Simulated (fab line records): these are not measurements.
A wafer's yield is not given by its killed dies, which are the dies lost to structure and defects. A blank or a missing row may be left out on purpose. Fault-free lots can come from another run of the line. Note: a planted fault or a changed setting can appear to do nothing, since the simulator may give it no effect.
Which tool was responsible? + flow gf180mcu + 24 lots, 72 wafers sampled, at 6 steps of a route of 602

== WHAT EACH GAUGE READ, for each wafer ==
GF_M2_RS_MEAS_05: a four-point-probe measurement. Usual: M2_ALCU_RS typically reads 0.0696 ohm/sq, with standard deviation 0.00074.
| lot  | measured     | on            | M2_ALCU_RS (ohm/sq)  | flag |
|------|--------------|---------------|----------------------|------|
| L074 | day 17 20:33 | film-metro-03 | 0.0700 0.0711 0.0708 |      |
| L075 | day 18 09:53 | film-metro-01 | 0.0711 0.0707 0.0699 |      |
| L076 | day 18 13:22 | film-metro-03 | 0.0687 0.0690 0.0689 |      |
| L077 | day 18 23:38 | film-metro-01 | 0.0700 0.0707 0.0703 |      |
| L078 | day 19 12:03 | film-metro-01 | 0.0705 0.0704 0.0712 |      |
| L079 | day 19 23:47 | film-metro-02 | 0.0692 0.0692 0.0695 |      |
| L080 | day 20 04:57 | film-metro-02 | 0.0693 0.0692 0.0694 |      |
| L081 | day 20 23:08 | film-metro-02 | 0.0693 0.0697 0.0695 |      |
| L082 | day 21 00:31 | film-metro-03 | 0.0703 0.0699 0.0704 |      |
| L083 | day 21 14:11 | film-metro-01 | 0.0696 0.0701 0.0691 |      |
| L084 | day 21 20:12 | film-metro-03 | 0.0689 0.0691 0.0686 |      |
| L085 | day 22 11:28 | film-metro-01 | 0.0684 0.0695 0.0690 |      |
| L086 | day 22 13:22 | film-metro-02 | 0.0692 0.0694 0.0686 |      |
| L087 | day 23 04:35 | film-metro-02 | 0.0696 0.0694 0.0694 |      |
| L088 | day 23 13:07 | film-metro-02 | 0.0710 0.0700 0.0698 |      |
| L089 | day 23 23:37 | film-metro-02 | 0.0699 0.0701 0.0705 |      |
| L090 | day 24 13:40 | film-metro-03 | 0.0684 0.0686 0.0681 |      |
| L091 | day 25 01:02 | film-metro-03 | 0.0701 0.0695 0.0692 |      |
| L092 | day 25 06:02 | film-metro-02 | 0.0687 0.0696 0.0695 |      |
| L093 | day 25 09:36 | film-metro-02 | 0.0698 0.0712 0.0706 |      |
| L094 | day 25 12:55 | film-metro-03 | 0.0691 0.0693 0.0691 |      |
| L095 | day 25 17:11 | film-metro-01 | 0.0703 0.0695 0.0693 |      |
| L096 | day 26 01:00 | film-metro-01 | 0.0697 0.0697 0.0693 |      |
| L097 | day 26 10:37 | film-metro-03 | 0.0686 0.0691 0.0693 |      |

GF_V3_BOW_MEAS_05. Usual: V3_BOW typically reads 113 um, with standard deviation 8.3.
| lot  | measured     | on            | V3_BOW (um) | flag |
|------|--------------|---------------|-------------|------|
| L074 | day 21 00:32 | film-metro-02 | 110 114 123 |      |
| L075 | day 21 15:45 | film-metro-02 | 112 114 100 |      |
| L076 | day 21 18:31 | film-metro-02 | 101 100 116 |      |
| L077 | day 22 05:09 | film-metro-04 | 108 124 109 |      |
| L078 | day 22 17:24 | film-metro-03 | 105 109 115 |      |
| L079 | day 23 03:17 | film-metro-03 | 121 105 109 |      |
| L080 | day 23 08:30 | film-metro-03 | 117 99 105  |      |
| L081 | day 24 00:16 | film-metro-03 | 115 122 123 |      |
| L082 | day 24 00:32 | film-metro-02 | 119 119 122 |      |
| L083 | day 24 14:29 | film-metro-03 | 102 110 103 |      |
| L084 | day 24 21:40 | film-metro-02 | 105 101 110 |      |
| L085 | day 25 10:52 | film-metro-02 | 117 109 116 |      |
| L086 | day 25 11:53 | film-metro-03 | 100 102 109 |      |
| L087 | day 26 02:01 | film-metro-02 | 108 121 116 |      |
| L088 | day 26 09:34 | film-metro-02 | 111 122 108 |      |
| L089 | day 26 19:28 | film-metro-04 | 112 114 120 |      |
| L090 | day 27 09:32 | film-metro-03 | 127 119 116 |      |
| L091 | day 27 19:08 | film-metro-02 | 97 107 104  |      |
| L092 | day 28 01:13 | film-metro-02 | 121 102 111 |      |
| L093 | day 28 02:35 | film-metro-04 | 115 115 133 |      |
| L094 | day 28 07:17 | film-metro-04 | 106 110 122 |      |
| L095 | day 28 09:47 | film-metro-02 | 100 99 113  |      |
| L096 | day 28 17:35 | film-metro-02 | 113 119 126 |      |
| L097 | day 29 01:52 | film-metro-03 | 117 102 99  |      |

GF_V4_OVL_MEAS_15. Usual: V4_OVL typically reads -4 nm, with standard deviation 6.1.
| lot  | measured     | on         | V4_OVL (nm) | flag |
|------|--------------|------------|-------------|------|
| L074 | day 23 23:38 | overlay-02 | -11 -13 -4  |      |
| L075 | day 24 14:47 | overlay-02 | 0 0 -4      |      |
| L076 | day 24 16:55 | overlay-02 | -8 -17 -2   |      |
| L077 | day 25 04:32 | overlay-01 | -8 -12 -10  |      |
| L078 | day 25 13:54 | overlay-01 | 3 0 5       |      |
| L079 | day 26 00:06 | overlay-02 | -18 -17 -13 |      |
| L080 | day 26 03:55 | overlay-01 | 3 5 1       |      |
| L081 | day 26 19:05 | overlay-01 | -5 -5 -2    |      |
| L082 | day 26 19:41 | overlay-01 | -1 -8 -1    |      |
| L083 | day 27 09:34 | overlay-02 | -2 13 3     |      |
| L084 | day 27 14:28 | overlay-02 | 0 2 4       |      |
| L085 | day 28 03:20 | overlay-01 | -4 -5 0     |      |
| L086 | day 28 04:01 | overlay-02 | -10 -6 -9   |      |
| L087 | day 28 16:23 | overlay-01 | 0 -7 4      |      |
| L088 | day 28 22:25 | overlay-01 | -8 -6 -12   |      |
| L089 | day 29 09:23 | overlay-02 | -12 -8 -7   |      |
| L090 | day 29 21:59 | overlay-01 | 7 -8 -4     |      |
| L091 | day 30 07:07 | overlay-01 | -6 -3 5     |      |
| L092 | day 30 12:11 | overlay-01 | -10 0 -10   |      |
| L093 | day 30 14:41 | overlay-02 | -6 -2 0     |      |
| L094 | day 30 17:29 | overlay-02 | -1 1 -4     |      |
| L095 | day 30 20:25 | overlay-02 | -3 0 3      |      |
| L096 | day 31 02:48 | overlay-02 | -5 -5 -2    |      |
| L097 | day 31 11:58 | overlay-01 | -19 -10 -16 |      |

GF_V5_RS_MEAS_24: a four-point-probe measurement. Usual: V5_W_RS typically reads 0.328 ohm/sq, with standard deviation 0.0032.
| lot  | measured     | on            | V5_W_RS (ohm/sq)  | flag |
|------|--------------|---------------|-------------------|------|
| L074 | day 26 19:41 | film-metro-03 | 0.321 0.329 0.324 |      |
| L075 | day 27 09:41 | film-metro-02 | 0.323 0.329 0.332 |      |
| L076 | day 27 12:18 | film-metro-02 | 0.328 0.329 0.329 |      |
| L077 | day 27 22:58 | film-metro-03 | 0.330 0.330 0.322 |      |
| L078 | day 28 07:40 | film-metro-02 | 0.326 0.331 0.332 |      |
| L079 | day 28 16:58 | film-metro-02 | 0.322 0.324 0.327 |      |
| L080 | day 28 21:11 | film-metro-02 | 0.328 0.326 0.331 |      |
| L081 | day 29 10:41 | film-metro-02 | 0.323 0.325 0.331 |      |
| L082 | day 29 11:40 | film-metro-03 | 0.324 0.329 0.325 |      |
| L083 | day 29 23:17 | film-metro-02 | 0.321 0.320 0.330 |      |
| L084 | day 30 03:21 | film-metro-02 | 0.325 0.328 0.329 |      |
| L085 | day 30 16:16 | film-metro-02 | 0.327 0.330 0.328 |      |
| L086 | day 30 16:41 | film-metro-02 | 0.326 0.322 0.325 |      |
| L087 | day 31 02:57 | film-metro-03 | 0.329 0.333 0.328 |      |
| L088 | day 31 09:58 | film-metro-02 | 0.321 0.326 0.328 |      |
| L089 | day 31 18:25 | film-metro-02 | 0.325 0.324 0.329 |      |
| L090 | day 32 07:42 | film-metro-02 | 0.330 0.334 0.328 |      |
| L091 | day 32 14:33 | film-metro-04 | 0.325 0.325 0.325 |      |
| L092 | day 32 19:26 | film-metro-03 | 0.325 0.328 0.323 |      |
| L093 | day 32 21:51 | film-metro-04 | 0.331 0.323 0.327 |      |
| L094 | day 33 00:26 | film-metro-03 | 0.333 0.326 0.327 |      |
| L095 | day 33 06:30 | film-metro-04 | 0.326 0.329 0.329 |      |
| L096 | day 33 09:05 | film-metro-04 | 0.329 0.332 0.329 |      |
| L097 | day 33 16:46 | film-metro-02 | 0.332 0.329 0.327 |      |

== TOOL THAT RAN EACH LOT (tool first, then ch and the chambers of the sampled wafers, then the start) ==
| lot  | GF_V3_STRIP_18                       | GF_M5_STRIP_11                       |
|------|--------------------------------------|--------------------------------------|
| L074 | plasma-asher-01 ch 0,1, day 22 00:11 | plasma-asher-03 ch 0,1, day 25 20:39 |
| L075 | plasma-asher-01 ch 0,1, day 22 15:36 | plasma-asher-04 ch 0,1, day 26 11:03 |
| L076 | plasma-asher-03 ch 0,1, day 22 17:41 | plasma-asher-01 ch 0,1, day 26 13:51 |
| L077 | plasma-asher-01 ch 0, day 23 04:38   | plasma-asher-01 ch 0,1, day 27 00:51 |
| L078 | plasma-asher-01 ch 0,1, day 23 16:26 | plasma-asher-01 ch 0,1, day 27 09:44 |
| L079 | plasma-asher-04 ch 0,1, day 24 01:38 | plasma-asher-01 ch 0,1, day 27 18:59 |
| L080 | plasma-asher-01 ch 0,1, day 24 06:31 | plasma-asher-01 ch 0,1, day 27 23:32 |
| L081 | plasma-asher-03 ch 0,1, day 24 22:15 | plasma-asher-03 ch 0,1, day 28 12:48 |
| L082 | plasma-asher-04 ch 0,1, day 24 22:26 | plasma-asher-03 ch 0,1, day 28 13:50 |
| L083 | plasma-asher-04 ch 0,1, day 25 12:23 | plasma-asher-03 ch 0,1, day 29 02:33 |
| L084 | plasma-asher-03 ch 0,1, day 25 19:11 | plasma-asher-04 ch 0,1, day 29 06:56 |
| L085 | plasma-asher-01 ch 0,1, day 26 08:32 | plasma-asher-01 ch 0,1, day 29 19:57 |
| L086 | plasma-asher-04 ch 0,1, day 26 09:32 | plasma-asher-04 ch 0,1, day 29 20:25 |
| L087 | plasma-asher-01 ch 0,1, day 26 22:47 | plasma-asher-01 ch 1, day 30 07:41   |
| L088 | plasma-asher-04 ch 1, day 27 06:13   | plasma-asher-01 ch 0,1, day 30 14:15 |
| L089 | plasma-asher-03 ch 0,1, day 27 15:52 | plasma-asher-04 ch 0,1, day 30 23:07 |
| L090 | plasma-asher-03 ch 0,1, day 28 05:43 | plasma-asher-01 ch 1, day 31 12:22   |
| L091 | plasma-asher-01 ch 0,1, day 28 14:01 | plasma-asher-03 ch 0,1, day 31 19:36 |
| L092 | plasma-asher-01 ch 0,1, day 28 20:41 | plasma-asher-03 ch 0, day 32 00:57   |
| L093 | plasma-asher-03 ch 0,1, day 28 22:01 | plasma-asher-01 ch 0,1, day 32 02:53 |
| L094 | plasma-asher-03 ch 0,1, day 29 02:16 | plasma-asher-01 ch 0,1, day 32 06:04 |
| L095 | plasma-asher-03 ch 0,1, day 29 05:03 | plasma-asher-01 ch 0,1, day 32 09:25 |
| L096 | plasma-asher-04 ch 0,1, day 29 12:19 | plasma-asher-03 ch 0,1, day 32 14:51 |
| L097 | plasma-asher-03 ch 1, day 29 20:37   | plasma-asher-03 ch 0,1, day 32 23:43 |
- GF_V3_STRIP_18: strips in O2/N2.
- GF_M5_STRIP_11: strips in O2/N2.

== AS READ BY THE TOOLS THEMSELVES (means over the sampled wafers that have a number; for cases with no such wafer, the mark the record gives instead) ==
GF_V3_STRIP_18. Usual: drypump-motor-current-A 5.8 A, standard deviation 0.33; heater-power-w 368 W, standard deviation 32; oes-product-au 0.591 a.u., standard deviation 0.0047.
| lot  | tool            | drypump-motor-current-A (A) | heater-power-w (W) | oes-product-au (a.u.) | flag |
|------|-----------------|-----------------------------|--------------------|-----------------------|------|
| L074 | plasma-asher-01 | 5.8                         | 396                | 0.592                 |      |
| L075 | plasma-asher-01 | 5.8                         | 392                | 0.590                 |      |
| L076 | plasma-asher-03 | 5.8                         | 342                | 0.591                 |      |
| L077 | plasma-asher-01 | 5.9                         | 404                | 0.586                 |      |
| L078 | plasma-asher-01 | 5.8                         | 398                | 0.587                 |      |
| L079 | plasma-asher-04 | 6.2                         | 351                | 0.596                 |      |
| L080 | plasma-asher-01 | 5.7                         | 386                | 0.593                 |      |
| L081 | plasma-asher-03 | 5.6                         | 357                | 0.588                 |      |
| L082 | plasma-asher-04 | 6.2                         | 382                | 0.592                 |      |
| L083 | plasma-asher-04 | 6.2                         | 352                | 0.591                 |      |
| L084 | plasma-asher-03 | 5.8                         | 342                | 0.593                 |      |
| L085 | plasma-asher-01 | 5.7                         | 377                | 0.592                 |      |
| L086 | plasma-asher-04 | 6.2                         | 381                | 0.586                 |      |
| L087 | plasma-asher-01 | 5.7                         | 381                | 0.594                 |      |
| L088 | plasma-asher-04 | 6.1                         | 318                | 0.589                 |      |
| L089 | plasma-asher-03 | 5.8                         | 347                | 0.582                 |      |
| L090 | plasma-asher-03 | 5.6                         | 357                | 0.593                 |      |
| L091 | plasma-asher-01 | 5.8                         | 397                | 0.589                 |      |
| L092 | plasma-asher-01 | 5.7                         | 379                | 0.595                 |      |
| L093 | plasma-asher-03 | 5.8                         | 342                | 0.594                 |      |
| L094 | plasma-asher-03 | 5.8                         | 343                | 0.595                 |      |
| L095 | plasma-asher-03 | 5.8                         | 346                | 0.592                 |      |
| L096 | plasma-asher-04 | 6.2                         | 351                | 0.593                 |      |
| L097 | plasma-asher-03 | 6.1                         | 336                | 0.592                 |      |

GF_M5_STRIP_11. Usual: drypump-motor-current-A 5.8 A, standard deviation 0.3; heater-power-w 372 W, standard deviation 30; oes-product-au 0.523 a.u., standard deviation 0.0049; strip-time-to-endpoint-s 7.03 s, standard deviation 0.037.
| lot  | tool            | drypump-motor-current-A (A) | heater-power-w (W) | oes-product-au (a.u.) | strip-time-to-endpoint-s (s) | flag |
|------|-----------------|-----------------------------|--------------------|-----------------------|------------------------------|------|
| L074 | plasma-asher-03 | 5.6                         | 352                | 0.518                 | 7.00                         |      |
| L075 | plasma-asher-04 | 6.2                         | 357                | 0.527                 | 7.05                         |      |
| L076 | plasma-asher-01 | 5.6                         | 381                | 0.521                 | 7.05                         |      |
| L077 | plasma-asher-01 | 5.8                         | 400                | 0.520                 | 7.04                         |      |
| L078 | plasma-asher-01 | 5.7                         | 381                | 0.523                 | 7.01                         |      |
| L079 | plasma-asher-01 | 5.7                         | 381                | 0.523                 | 7.07                         |      |
| L080 | plasma-asher-01 | 5.8                         | 394                | 0.521                 | 7.04                         |      |
| L081 | plasma-asher-03 | 5.6                         | 351                | 0.526                 | 7.03                         |      |
| L082 | plasma-asher-03 | 5.9                         | 340                | 0.518                 | 7.00                         |      |
| L083 | plasma-asher-03 | 5.8                         | 343                | 0.525                 | 6.99                         |      |
| L084 | plasma-asher-04 | 6.1                         | 349                | 0.521                 | 7.02                         |      |
| L085 | plasma-asher-01 | 5.8                         | 396                | 0.523                 | 6.99                         |      |
| L086 | plasma-asher-04 | 6.1                         | 356                | 0.521                 | 7.04                         |      |
| L087 | plasma-asher-01 | 5.5                         | 366                | 0.523                 | 7.01                         |      |
| L088 | plasma-asher-01 | 5.6                         | 384                | 0.524                 | 7.04                         |      |
| L089 | plasma-asher-04 | 6.1                         | 352                | 0.523                 | 7.03                         |      |
| L090 | plasma-asher-01 | 5.6                         | 370                | 0.527                 | 7.05                         |      |
| L091 | plasma-asher-03 | 5.6                         | 354                | 0.523                 | 7.07                         |      |
| L092 | plasma-asher-03 | 5.3                         | 361                | 0.517                 | 6.99                         |      |
| L093 | plasma-asher-01 | 5.7                         | 381                | 0.521                 | 7.03                         |      |
| L094 | plasma-asher-01 | 5.7                         | 383                | 0.523                 | 6.99                         |      |
| L095 | plasma-asher-01 | 5.8                         | 401                | 0.526                 | 7.03                         |      |
| L096 | plasma-asher-03 | 5.6                         | 350                | 0.527                 | 7.04                         |      |
| L097 | plasma-asher-03 | 5.6                         | 353                | 0.524                 | 6.99                         |      |

== THE ANSWER, worked out from the rows above alone ==
Rule: a lot is off if the mean of its wafers that have a number lies more than 3 standard deviations from the usual mean. A lot without any number at a reading at which 4 lots or more have one is off too. All remaining lots with rows at the step are treated as sound. First the gauges in route order, then the tools' own readings, where a lot's mean is used as printed above. The first step at which some lot is off is used, and at that step the reading that is off furthest; a lot without a number counts as furthest.
No lot is off on any of the readings shown, so nothing can be concluded from this.

== WHAT WAS PUT IN BY THE SIMULATOR ==
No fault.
